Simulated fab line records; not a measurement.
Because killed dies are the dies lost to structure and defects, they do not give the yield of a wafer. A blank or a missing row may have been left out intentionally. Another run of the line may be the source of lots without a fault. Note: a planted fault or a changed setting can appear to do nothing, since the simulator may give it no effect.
fab line records -- flow gf180mcu -- part 1 of 2: steps 1 to 43 of 44
record: lots: 6, wafers: 18, lastDay: 33
route steps=602 shown STI@15 DNWELL@32 NWELL@42 LVPWELL@54 SALICIDE@279 PASSIVATION@602
lots that met no fault: taken from a fault-free run of the same line
startH: hours from the record's opening day to when the first of the lot's shown wafers began -- waitH: how many hours have passed since the lot's step before this one -- " same as the row above -- L1.1+2: a single row standing in for several wafers -- - either no value or no given start -- * or withheld: withheld -- < > ~ a bound
route shown NAME@n: names a module that has steps shown in the file, with the first one's number in the route -- usual: average and standard deviation across the fault-free wafers -- same: alike in all rows -- chamber/n: place in a boat -- sites: per-site readings -- _std_site: their standard deviation -- _edge_site: mean of outer sites minus mean of inner sites -- radiusMm: how far each site lies from the wafer's centre -- mask NAME#n: copy n -- behind: tool/chamber where the wafer was last shaped -- hold: why the lot was held/for how many hours/how that ended -- device: names the non-switching transistor (n, p or np) -- end of line: at the end of the route, the tests of the same wafers -- where a step has no rows: the recipe by itself -- killed: dies that structure and defects cost at the first sort, which is not the same as the wafer's yield -- map: shows each die of a wafer: x if killed, . if not, _ if none is there
set.NAME: setting as actually run; set.NAME@STEP: the setting as run at that earlier step -- model.NAME: the simulator's own value behind a step, which no gauge read
lots at some steps of the route; a table a step, a row a wafer
services: from which hour (startH, from the record's first day; less than 0 if before it) a tool's chamber was out of use, for how many hours, and why
== steps ==
step: GF_STI_ETCH_14
recipe: target: Si, chemistry: HBr/Cl2/O2, targetDepthNm: 360, icpW: 600, biasW: 150, pressureMtorr: 15, HBr_flow_sccm: 150, Cl2_flow_sccm: 40, O2_flow_sccm: 6, timeS: 102.9
usual: HBr_flow_sccm: 150.0/0.41, O2_flow_sccm: 6.001/0.019, chamberPressureMTorr: 15.001/0.012, drypumpMotorCurrentA: 5.9/0.39, oesProductAu: 0.997/0.016, throttleValvePct: 25.658/0.013
lot.wafer,tool,chamber,startH,waitH,HBr_flow_sccm,O2_flow_sccm,chamberPressureMTorr,drypumpMotorCurrentA,oesProductAu,rfHoursCounterH,throttleValvePct
L673.3,rieSi-01,1,71.38,0.0,150.4,6.014,15.011,6.1,1.006,6,25.644
L673.4,rieSi-01,0,71.38,0.0,150.2,6.017,15.003,5.8,0.990,133,25.652
L673.6,rieSi-01,1,71.38,0.0,150.6,5.988,14.986,6.1,0.999,-,25.641
L674.1,rieSi-01,0,78.53,0.0,149.5,6.015,14.984,5.8,0.987,133,25.656
L674.2,rieSi-01,1,78.53,0.0,150.1,6.026,14.994,6.1,0.996,6,25.655
L674.4,rieSi-01,2,78.53,0.0,149.9,5.995,15.006,6.5,0.981,28,25.656
L679.1,rieSi-01,0,108.30,0.0,149.3,6.002,14.999,5.9,1.005,133,25.646
L679.5,rieSi-01,1,108.30,0.0,149.9,5.982,15.021,6.1,1.016,-,25.661
L679.6,rieSi-01,2,108.30,0.0,150.2,5.978,14.986,6.5,0.977,-,25.676
L680.2,rieSi-02,2,108.65,0.0,149.4,6.025,15.003,6.1,1.007,81,25.645
L680.5,rieSi-02,3,108.65,0.0,150.0,5.993,14.997,5.6,0.981,-,25.675
L680.6,rieSi-02,0,108.65,0.0,150.0,5.995,15.005,5.2,0.995,-,25.673
L681.3,rieSi-01,3,115.75,0.0,149.7,5.979,14.997,5.7,1.022,46,25.646
L681.4,rieSi-01,0,115.75,0.0,150.3,6.008,15.009,5.9,0.994,133,25.663
L681.6,rieSi-01,3,115.75,0.0,149.3,5.960,15.001,5.7,1.026,-,25.647
L683.3,rieSi-02,2,122.88,0.0,149.9,6.013,14.974,6.1,1.015,81,25.642
L683.4,rieSi-02,1,122.88,0.0,149.9,6.029,14.994,5.6,0.983,3,25.670
L683.5,rieSi-02,3,122.88,0.0,149.8,5.996,15.019,5.6,0.985,-,25.651
step: GF_STI_STRIP_15
recipe: chemistry: O2/N2, powerW: 1400, pressureMtorr: 1500, platenTempC: 250, o2FlowSccm: 3000, n2FlowSccm: 300, overashFraction: 0.5
usual: chamberPressureMTorr: 1500.0/1.4, drypumpMotorCurrentA: 6.2/0.4, heaterPowerW: 330/35, oesProductAu: 0.381/0.0052, stripTimeToEndpointS: 3.67/0.059
lot.wafer,tool,chamber,startH,waitH,chamberPressureMTorr,drypumpMotorCurrentA,heaterPowerW,oesProductAu,rfHoursCounterH,stripTimeToEndpointS
L673.3,plasmaAsher-01,0,71.49,0.1,1499.5,6.6,306,0.379,-,3.69
L673.4,plasmaAsher-01,1,71.49,0.1,1498.9,6.3,372,0.385,-,3.63
L673.6,plasmaAsher-01,1,71.49,0.1,1497.7,6.2,369,0.373,-,3.58
L674.1,plasmaAsher-03,0,78.60,0.0,1500.0,5.6,324,0.389,45,3.75
L674.2,plasmaAsher-03,1,78.60,0.0,1499.6,6.6,372,0.388,45,3.62
L674.4,plasmaAsher-03,1,78.60,0.0,1499.2,6.6,365,0.383,-,3.69
L679.1,plasmaAsher-01,1,108.37,0.0,1498.7,6.3,362,0.378,46,3.63
L679.5,plasmaAsher-01,1,108.37,0.0,1501.1,6.3,372,0.380,-,3.64
L679.6,plasmaAsher-01,0,108.37,0.0,1499.8,6.6,314,0.388,-,3.69
L680.2,plasmaAsher-03,1,108.72,0.0,1499.0,6.6,381,0.378,49,3.52
L680.5,plasmaAsher-03,0,108.72,0.0,1501.5,5.6,313,0.386,-,3.72
L680.6,plasmaAsher-03,1,108.72,0.0,1500.5,6.6,377,0.377,-,3.62
L681.3,plasmaAsher-04,1,115.85,0.1,1500.1,6.0,289,0.384,-,3.69
L681.4,plasmaAsher-04,0,115.85,0.1,1500.5,6.0,289,0.384,-,3.68
L681.6,plasmaAsher-04,0,115.85,0.1,1501.1,6.0,279,0.380,-,3.65
L683.3,plasmaAsher-01,0,122.99,0.1,1497.9,6.6,312,0.377,-,3.70
L683.4,plasmaAsher-01,1,122.99,0.1,1499.6,6.3,372,0.374,-,3.76
L683.5,plasmaAsher-01,0,122.99,0.1,1500.0,6.6,315,0.381,-,3.67
step: GF_STI_CLEAN_16
recipe: chemistry: dHF, timeS: 25, dilution: 100:1
step: GF_STI_WET_ETCH_17
recipe: chemistry: H3PO4, targetDepthNm: 45, tempC: 160, target: Si3N4, timeS: 514
step: GF_STI_CLEAN_18
recipe: chemistry: SC1/SC2, mix: 1:4:20, tempC: 70, timeS: 150
step: GF_STI_CLEAN_19
recipe: chemistry: dHF, timeS: 20, dilution: 100:1
step: GF_STI_WET_ETCH_20
recipe: chemistry: dHF, dilution: 100:1, targetDepthNm: 20, tempC: 25, dry: ipaMarangoni, target: SiO2, timeS: 400
step: GF_STI_OXIDATION_21
recipe: tempC: 1000, ambient: O2, stabiliseS: 600, purgeS: 300, targetThkA: 150, oxTimeS: 458
step: GF_STI_THK_MEAS_22
recipe: reads: SiO2_of_STI_OXIDATION_21
usual: STI_OXIDATION_01_THK: 15.1/0.31
lot.wafer,tool,chamber,startH,waitH,STI_OXIDATION_01_THK[nm]
L673.3,filmMetro-04,-,79.78,0.0,15.3
L673.4,filmMetro-04,-,79.78,0.0,15.6
L673.6,filmMetro-04,-,79.78,0.0,15.5
L674.1,filmMetro-02,-,84.98,0.0,14.6
L674.2,filmMetro-02,-,84.98,0.0,14.5
L674.4,filmMetro-02,-,84.98,0.0,14.5
L679.1,filmMetro-03,-,110.05,0.0,15.5
L679.5,filmMetro-03,-,110.05,0.0,15.4
L679.6,filmMetro-03,-,110.05,0.0,15.2
L680.2,filmMetro-03,-,110.38,0.0,14.5
L680.5,filmMetro-03,-,110.38,0.0,14.9
L680.6,filmMetro-03,-,110.38,0.0,14.6
L681.3,filmMetro-04,-,118.29,0.0,15.5
L681.4,filmMetro-04,-,118.29,0.0,15.6
L681.6,filmMetro-04,-,118.29,0.0,15.4
L683.3,filmMetro-02,-,124.97,0.0,14.7
L683.4,filmMetro-02,-,124.97,0.0,14.9
L683.5,filmMetro-02,-,124.97,0.0,14.9
step: GF_STI_CVD_23
recipe: material: SiO2, targetThkNm: 650, sigmaOpenFrac: 0.3, timeS: 108.3, tempC: 600, sih4FlowSccm: 60, pressureMtorr: 6
step: GF_STI_THK_MEAS_24
recipe: reads: SiO2_of_STI_CVD_23
usual: STI_CVD_23_THK: 646/7.1
lot.wafer,tool,chamber,startH,waitH,STI_CVD_23_THK[nm]
L673.3,filmMetro-03,-,79.95,0.1,647
L673.4,filmMetro-03,-,79.95,0.1,646
L673.6,filmMetro-03,-,79.95,0.1,644
L674.1,filmMetro-02,-,85.11,0.0,646
L674.2,filmMetro-02,-,85.11,0.0,654
L674.4,filmMetro-02,-,85.11,0.0,654
L679.1,filmMetro-04,-,110.19,0.0,658
L679.5,filmMetro-04,-,110.19,0.0,646
L679.6,filmMetro-04,-,110.19,0.0,650
L680.2,filmMetro-04,-,110.51,0.0,638
L680.5,filmMetro-04,-,110.51,0.0,638
L680.6,filmMetro-04,-,110.51,0.0,642
L681.3,filmMetro-03,-,118.43,0.1,655
L681.4,filmMetro-03,-,118.43,0.1,645
L681.6,filmMetro-03,-,118.43,0.1,654
L683.3,filmMetro-03,-,125.11,0.1,636
L683.4,filmMetro-03,-,125.11,0.1,628
L683.5,filmMetro-03,-,125.11,0.1,638
step: GF_STI_CMP_25
recipe: stopOn: Si3N4, tOverpolishS: 33, downForcePsi: 4, platenRpm: 60, targetThkNm: 524.6, padVelocityMS: 0.94248
usual: edgeZonePressureFrac: 1.000/0.0051, headPressurePsi: 3.999/0.0081, motorCurrentA: 13.2/1.3, overpolishRunS: 33.001/0.01, timeToEndpointS: 122/6.9
lot.wafer,tool,chamber,startH,waitH,edgeZonePressureFrac,headPressurePsi,motorCurrentA,overpolishRunS,timeToEndpointS
L673.3,cmp-01,3,79.99,0.0,0.999,4.009,13.2,32.991,128
L673.4,cmp-01,2,79.99,0.0,1.001,4.006,14.3,33.002,131
L673.6,cmp-01,3,79.99,0.0,1.001,3.997,13.6,33.002,129
L674.4,cmp-02,2,85.20,0.0,1.007,3.997,12.1,33.001,119
L674.2,cmp-02,0,85.20,0.0,0.999,3.994,12.4,33.004,113
L674.1,cmp-02,1,85.20,0.0,0.996,4.000,11.1,32.998,112
L679.1,cmp-02,0,110.46,0.3,0.999,4.002,12.8,32.998,114
L679.6,cmp-02,3,110.46,0.3,0.999,3.994,15.4,32.978,107
L679.5,cmp-02,0,110.46,0.3,0.996,3.992,12.1,33.000,112
L680.2,cmp-02,2,110.71,0.2,0.995,3.999,12.4,32.996,119
L680.6,cmp-02,2,110.71,0.2,1.004,3.998,13.6,32.986,122
L680.5,cmp-02,3,110.71,0.2,0.999,3.996,15.3,33.000,110
L681.3,cmp-02,1,118.51,0.1,1.001,4.002,11.8,32.991,119
L681.4,cmp-02,3,118.51,0.1,1.006,4.006,15.4,32.983,116
L681.6,cmp-02,1,118.51,0.1,0.999,3.982,11.7,32.999,116
L683.3,cmp-01,1,125.15,0.0,1.002,4.009,13.3,32.994,122
L683.4,cmp-01,3,125.15,0.0,0.996,4.006,13.8,32.998,131
L683.5,cmp-01,2,125.15,0.0,0.998,4.007,15.0,32.996,124
step: GF_STI_WET_ETCH_26
recipe: chemistry: dHF, targetDepthNm: 94, target: SiO2, tempC: 25, dilution: 10:1, timeS: 188
usual: bathHeatDutyPct: 6.0/0.58, runLengthS: 218/3.8
lot.wafer,tool,chamber,startH,waitH,bathHeatDutyPct,runLengthS,model.SiO2_of_STI_CVD_23.thkNm,model.Si3N4_of_STI_CVD_03.thkNm
L673.3,wetBench-02,1,80.29,0.2,-,-,525.4,157.7
L673.4,wetBench-02,1,80.29,0.2,-,-,525.4,159.1
L673.6,wetBench-02,1,80.29,0.2,-,-,526.1,157.5
L674.1,wetBench-03,2,85.50,0.1,-,-,524,154.8
L674.2,wetBench-03,2,85.50,0.1,-,-,524.6,154.7
L674.4,wetBench-03,2,85.50,0.1,-,-,525.1,155.1
L679.1,wetBench-02,3,110.71,0.2,6.4,213,429.3,152.5
L679.5,wetBench-02,3,110.71,0.2,6.3,213,428.4,152.6
L679.6,wetBench-02,3,110.71,0.2,6.3,213,429.5,152.6
L680.2,wetBench-03,0,111.01,0.2,5.7,219,429,146.5
L680.5,wetBench-03,0,111.01,0.2,5.5,219,429.8,147
L680.6,wetBench-03,0,111.01,0.2,6.6,219,429.7,145.3
L681.3,wetBench-01,1,118.81,0.2,5.5,214,430.6,151.1
L681.4,wetBench-01,1,118.81,0.2,7.2,214,429.4,150.6
L681.6,wetBench-01,1,118.81,0.2,5.6,214,429.3,152.8
L683.3,wetBench-03,1,125.45,0.2,6.7,221,429.4,156
L683.4,wetBench-03,1,125.45,0.2,6.2,221,431.2,154.2
L683.5,wetBench-03,1,125.45,0.2,6.0,221,430.3,154.7
step: GF_STI_WET_ETCH_27
recipe: chemistry: H3PO4, targetDepthNm: 160, target: Si3N4, tempC: 160, timeS: 1825
step: GF_STI_WET_ETCH_28
recipe: chemistry: dHF, targetDepthNm: 20, dry: ipaMarangoni, target: SiO2, tempC: 25, dilution: 10:1, timeS: 40
step: GF_STI_OXIDATION_29
recipe: tempC: 900, ambient: O2, stabiliseS: 600, purgeS: 300, targetThkA: 100, oxTimeS: 1418
step: GF_STI_THK_MEAS_30
recipe: reads: SiO2_of_STI_OXIDATION_29
usual: STI_OXIDATION_02_THK: 10.03/0.16
lot.wafer,tool,chamber,startH,waitH,STI_OXIDATION_02_THK[nm]
L673.3,filmMetro-03,-,86.39,0.0,9.89
L673.4,filmMetro-03,-,86.39,0.0,10.20
L673.6,filmMetro-03,-,86.39,0.0,10.11
L674.1,filmMetro-02,-,93.49,0.0,10.08
L674.2,filmMetro-02,-,93.49,0.0,10.11
L674.4,filmMetro-02,-,93.49,0.0,10.23
L679.1,filmMetro-04,-,113.00,0.0,10.30
L679.5,filmMetro-04,-,113.00,0.0,10.26
L679.6,filmMetro-04,-,113.00,0.0,10.23
L680.2,filmMetro-04,-,113.16,0.0,10.13
L680.5,filmMetro-04,-,113.16,0.0,10.24
L680.6,filmMetro-04,-,113.16,0.0,10.01
L681.3,filmMetro-04,-,121.84,0.0,10.37
L681.4,filmMetro-04,-,121.84,0.0,10.41
L681.6,filmMetro-04,-,121.84,0.0,10.37
L683.3,filmMetro-04,-,127.68,0.0,10.16
L683.4,filmMetro-04,-,127.68,0.0,10.10
L683.5,filmMetro-04,-,127.68,0.0,9.84
step: GF_DNWELL_DEHYDRATE_00
recipe: tempC: 200, timeS: 60
step: GF_DNWELL_HMDS_01
recipe: primeTimeS: 60, primeTempC: 120
step: GF_DNWELL_COAT_02
recipe: spinRpm: 2000, resistThkNm: 3000
step: GF_DNWELL_SOFTBAKE_03
recipe: tempC: 110, timeS: withheld
step: GF_DNWELL_EXPOSE_04
recipe: maskId: DNWELL, targetCdNm: 1700, na: 0.6, sourceShape: conventional, sigmaOuter: 0.6, doseMj: 260
step: GF_DNWELL_PEB_05
recipe: tempC: 115, timeS: withheld
step: GF_DNWELL_DEVELOP_06
recipe: wallAngleDeg: 90, developTimeS: 60, devTempC: 23
step: GF_DNWELL_IMPLANT_07
recipe: species: P, energyKev: 1500, doseCm2: 1e+13, tiltDeg: 0
step: GF_DNWELL_STRIP_08
recipe: chemistry: O2/N2, powerW: 1400, pressureMtorr: 1500, platenTempC: 249, o2FlowSccm: 3000, n2FlowSccm: 300, overashFraction: 0.5
usual: chamberPressureMTorr: 1499.9/1.4, drypumpMotorCurrentA: 6.0/0.5, heaterPowerW: 340/22, oesProductAu: 0.713/0.0042, stripTimeToEndpointS: 37.68/0.13
lot.wafer,tool,chamber,startH,waitH,chamberPressureMTorr,drypumpMotorCurrentA,heaterPowerW,oesProductAu,rfHoursCounterH,stripTimeToEndpointS
L673.3,plasmaAsher-02,0,99.98,0.1,1500.6,5.4,338,0.720,-,37.65
L673.4,plasmaAsher-02,1,99.98,0.1,1501.3,6.3,343,0.709,-,37.64
L673.6,plasmaAsher-02,0,99.98,0.1,1500.0,5.4,348,0.714,-,37.73
L674.1,plasmaAsher-01,1,106.68,0.1,1499.0,6.3,370,0.718,46,37.79
L674.2,plasmaAsher-01,0,106.68,0.1,1496.8,6.7,307,0.716,46,37.88
L674.4,plasmaAsher-01,1,106.68,0.1,1500.4,6.3,373,0.711,-,37.75
L679.1,plasmaAsher-01,1,127.50,0.1,1498.1,6.3,369,0.714,48,37.65
L679.5,plasmaAsher-01,1,127.50,0.1,1500.0,6.3,370,0.718,-,37.59
L679.6,plasmaAsher-01,0,127.50,0.1,1499.9,6.7,311,0.712,-,37.55
L680.2,plasmaAsher-02,1,127.60,0.1,1499.1,6.3,344,0.712,46,37.72
L680.5,plasmaAsher-02,0,127.60,0.1,1501.3,5.3,333,0.715,-,37.72
L680.6,plasmaAsher-02,1,127.60,0.1,1499.4,6.3,345,0.712,-,37.69
L681.3,plasmaAsher-02,0,136.98,0.1,1499.6,5.4,344,0.711,-,37.65
L681.4,plasmaAsher-02,1,136.98,0.1,1498.6,6.3,348,0.721,-,37.76
L681.6,plasmaAsher-02,1,136.98,0.1,1498.4,6.3,330,0.726,-,37.83
L683.3,plasmaAsher-01,1,142.96,0.1,1499.0,6.3,370,0.708,-,37.36
L683.4,plasmaAsher-01,0,142.96,0.1,1502.2,6.6,302,0.714,-,37.32
L683.5,plasmaAsher-01,1,142.96,0.1,1500.4,6.3,370,0.711,-,37.22
step: GF_DNWELL_TW_MEAS_09
usual: DNWELL_TW: 1334/19
lot.wafer,tool,chamber,startH,waitH,DNWELL_TW
L673.3,filmMetro-01,-,100.07,0.1,1338
L673.4,filmMetro-01,-,100.07,0.1,1335
L673.6,filmMetro-01,-,100.07,0.1,1345
L674.1,filmMetro-02,-,106.78,0.1,1343
L674.2,filmMetro-02,-,106.78,0.1,1345
L674.4,filmMetro-02,-,106.78,0.1,1354
L679.1,filmMetro-03,-,127.60,0.1,1305
L679.5,filmMetro-03,-,127.60,0.1,1296
L679.6,filmMetro-03,-,127.60,0.1,1296
L680.2,filmMetro-01,-,127.71,0.1,1367
L680.5,filmMetro-01,-,127.71,0.1,1374
L680.6,filmMetro-01,-,127.71,0.1,1363
L681.3,filmMetro-02,-,137.07,0.1,1353
L681.4,filmMetro-02,-,137.07,0.1,1345
L681.6,filmMetro-02,-,137.07,0.1,1351
L683.3,filmMetro-03,-,143.05,0.1,1318
L683.4,filmMetro-03,-,143.05,0.1,1318
L683.5,filmMetro-03,-,143.05,0.1,1320
step: GF_NWELL_DEHYDRATE_00
recipe: tempC: 200, timeS: 60
step: GF_NWELL_HMDS_01
recipe: primeTimeS: 60, primeTempC: 120
step: GF_NWELL_COAT_02
recipe: spinRpm: 2000, resistThkNm: 3000
step: GF_NWELL_SOFTBAKE_03
recipe: tempC: 110, timeS: withheld
step: GF_NWELL_EXPOSE_04
recipe: maskId: Nwell, targetCdNm: 860, na: 0.6, sourceShape: conventional, sigmaOuter: 0.6, doseMj: 260
step: GF_NWELL_PEB_05
recipe: tempC: 115, timeS: withheld
step: GF_NWELL_DEVELOP_06
recipe: wallAngleDeg: 90, developTimeS: 60, devTempC: 23
step: GF_NWELL_OVL_MEAS_07
usual: NWELL_OVL: 0.3/1.2
lot.wafer,tool,chamber,startH,waitH,NWELL_OVL[nm]
L673.3,overlay-01,-,114.79,-,0.0
L673.4,overlay-01,-,114.79,-,-1.0
L673.6,overlay-01,-,114.79,-,1.3
L674.1,overlay-01,-,121.08,-,-0.3
L674.2,overlay-01,-,121.08,-,1.2
L674.4,overlay-01,-,121.08,-,-0.5
L679.1,overlay-02,-,142.90,-,1.1
L679.5,overlay-02,-,142.90,-,0.2
L679.6,overlay-02,-,142.90,-,2.8
L680.2,overlay-01,-,143.04,-,-1.2
L680.5,overlay-01,-,143.04,-,-1.4
L680.6,overlay-01,-,143.04,-,-0.3
L681.3,overlay-01,-,152.06,-,-0.7
L681.4,overlay-01,-,152.06,-,0.4
L681.6,overlay-01,-,152.06,-,-1.0
L683.3,overlay-02,-,158.69,-,-0.5
L683.4,overlay-02,-,158.69,-,0.4
L683.5,overlay-02,-,158.69,-,-3.2
step: GF_NWELL_IMPLANT_08
recipe: species: P, energyKev: 450, doseCm2: 1.5e+13, tiltDeg: 0
step: GF_NWELL_IMPLANT_09
recipe: species: P, energyKev: 160, doseCm2: 4e+12, tiltDeg: 0
step: GF_NWELL_STRIP_10
recipe: chemistry: O2/N2, powerW: 1400, pressureMtorr: 1500, platenTempC: 250, o2FlowSccm: 3000, n2FlowSccm: 300, overashFraction: 0.5
usual: chamberPressureMTorr: 1500/3.3, drypumpMotorCurrentA: 6.0/0.4, heaterPowerW: 325/34, oesProductAu: 0.723/0.0045, stripTimeToEndpointS: 36.95/0.12
lot.wafer,tool,chamber,startH,waitH,chamberPressureMTorr,drypumpMotorCurrentA,heaterPowerW,oesProductAu,rfHoursCounterH,stripTimeToEndpointS
L673.3,plasmaAsher-02,0,115.15,0.1,1499,5.4,340,0.715,-,36.77
L673.4,plasmaAsher-02,1,115.15,0.1,1501,6.3,354,0.731,-,36.75
L673.6,plasmaAsher-02,1,115.15,0.1,1501,6.3,339,0.715,-,36.66
L674.1,plasmaAsher-03,0,121.42,0.1,1499,5.6,303,0.731,0,36.92
L674.2,plasmaAsher-03,1,121.42,0.1,1498,6.6,392,0.724,0,36.85
L674.4,plasmaAsher-03,0,121.42,0.1,1500,5.6,301,0.720,-,36.98
L679.1,plasmaAsher-04,1,143.23,0.1,1500,6.0,287,0.717,33,36.77
L679.5,plasmaAsher-04,1,143.23,0.1,1499,6.0,293,0.720,-,36.76
L679.6,plasmaAsher-04,0,143.23,0.1,1500,6.0,288,0.727,-,36.84
L680.2,plasmaAsher-02,1,143.37,0.1,1500,6.3,346,0.720,48,36.89
L680.5,plasmaAsher-02,1,143.37,0.1,1502,6.3,349,0.726,-,36.87
L680.6,plasmaAsher-02,0,143.37,0.1,1500,5.4,342,0.734,-,36.87
L681.3,plasmaAsher-04,0,152.42,0.1,1500,6.0,284,0.716,-,37.03
L681.4,plasmaAsher-04,1,152.42,0.1,1498,6.0,298,0.723,-,36.97
L681.6,plasmaAsher-04,0,152.42,0.1,1499,6.0,281,0.724,-,37.02
L683.3,plasmaAsher-04,1,159.05,0.1,1503,6.0,291,0.721,-,37.10
L683.4,plasmaAsher-04,0,159.05,0.1,1500,6.0,287,0.722,-,37.15
L683.5,plasmaAsher-04,0,159.05,0.1,1499,6.0,288,0.724,-,37.11
step: GF_NWELL_TW_MEAS_11
usual: NWELL_TW: 1558/21
lot.wafer,tool,chamber,startH,waitH,NWELL_TW
L673.3,filmMetro-03,-,115.24,0.1,1527
L673.4,filmMetro-03,-,115.24,0.1,1531
L673.6,filmMetro-03,-,115.24,0.1,1527
L674.1,filmMetro-03,-,121.52,0.1,1520
L674.2,filmMetro-03,-,121.52,0.1,1519
L674.4,filmMetro-03,-,121.52,0.1,1521
L679.1,filmMetro-04,-,143.33,0.1,1560
L679.5,filmMetro-04,-,143.33,0.1,1566
L679.6,filmMetro-04,-,143.33,0.1,1569
L680.2,filmMetro-03,-,143.48,0.1,1522
L680.5,filmMetro-03,-,143.48,0.1,1524
L680.6,filmMetro-03,-,143.48,0.1,1522
L681.3,filmMetro-01,-,152.50,0.1,1581
L681.4,filmMetro-01,-,152.50,0.1,1574
L681.6,filmMetro-01,-,152.50,0.1,1573
L683.3,filmMetro-04,-,159.14,0.1,1562
L683.4,filmMetro-04,-,159.14,0.1,1570
L683.5,filmMetro-04,-,159.14,0.1,1575
step: GF_LVPWELL_DEHYDRATE_00
recipe: tempC: 200, timeS: 60
step: GF_LVPWELL_HMDS_01
recipe: primeTimeS: 60, primeTempC: 120
step: GF_LVPWELL_COAT_02
recipe: spinRpm: 2000, resistThkNm: 3000
step: GF_SALICIDE_WET_ETCH_01
recipe: chemistry: dHF, targetDepthNm: 5, dry: ipaMarangoni, target: SiO2, tempC: 26.14, dilution: 100:1, timeS: 100
usual: bathHeatDutyPct: 7.6/0.74, runLengthS: 128/3.3
lot.wafer,tool,chamber,startH,waitH,bathHeatDutyPct,runLengthS,model.SiO2_of_STI_CVD_23.thkNm
L673.3,wetBench-04,1,433.14,0.0,8.9,134,431.3
L673.4,wetBench-04,1,433.14,0.0,8.8,134,431
L673.6,wetBench-04,1,433.14,0.0,7.6,134,431.8
L674.1,wetBench-01,3,448.04,0.0,7.1,124,428.8
L674.2,wetBench-01,3,448.04,0.0,7.0,124,429.3
L674.4,wetBench-01,3,448.04,0.0,7.0,124,430
L679.1,wetBench-04,1,477.23,0.0,7.7,126,335.5
L679.5,wetBench-04,1,477.23,0.0,7.7,126,334.2
L679.6,wetBench-04,1,477.23,0.0,7.8,126,335.3
L680.2,wetBench-01,1,480.78,0.0,6.4,126,333.6
L680.5,wetBench-01,1,480.78,0.0,7.0,126,334.4
L680.6,wetBench-01,1,480.78,0.0,7.1,126,334.3
L681.3,wetBench-01,1,493.88,0.0,7.4,126,335.9
L681.4,wetBench-01,1,493.88,0.0,7.3,126,335.2
L681.6,wetBench-01,1,493.88,0.0,6.4,126,334.7
L683.3,wetBench-04,3,501.13,0.0,7.4,127,334.1
L683.4,wetBench-04,3,501.13,0.0,6.8,127,335.8
L683.5,wetBench-04,3,501.13,0.0,6.3,127,335
== key ==
firstSign: step: GF_STI_WET_ETCH_26, reading: toolRecord, direction: missing
effect none on later readings
modelEffect: step: GF_STI_WET_ETCH_26, value: SiO2_of_STI_CVD_23.thkNm, without: 430.4, struck: 525.1
modelEffect: step: GF_SALICIDE_WET_ETCH_01, value: SiO2_of_STI_CVD_23.thkNm, without: 335.7, struck: 430.4
modelEffect: step: GF_PASSIVATION_PROBE_99, value: etest.pwellInDnwell.lineOhmUm, without: 4000, struck: 7199
metAt GF_STI_WET_ETCH_26
struckWafers L673.3,L673.4,L673.6,L674.1,L674.2,L674.4
testerLeftOut L673,L674
fault: kind: skippedStepWhole, tool: wetBench-02,wetBench-03, chamber: -, onsetH: 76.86, steps: GF_STI_WET_ETCH_26, scope: struckLotsOnly
testerLeftOut: of these lots the tester's yield and bins aren't shown, on N5 and GAA mostly nor the transistor test; their killed dies are dies lost to structure and defects alone, not to doping, threshold or leakage, so they don't give the yield
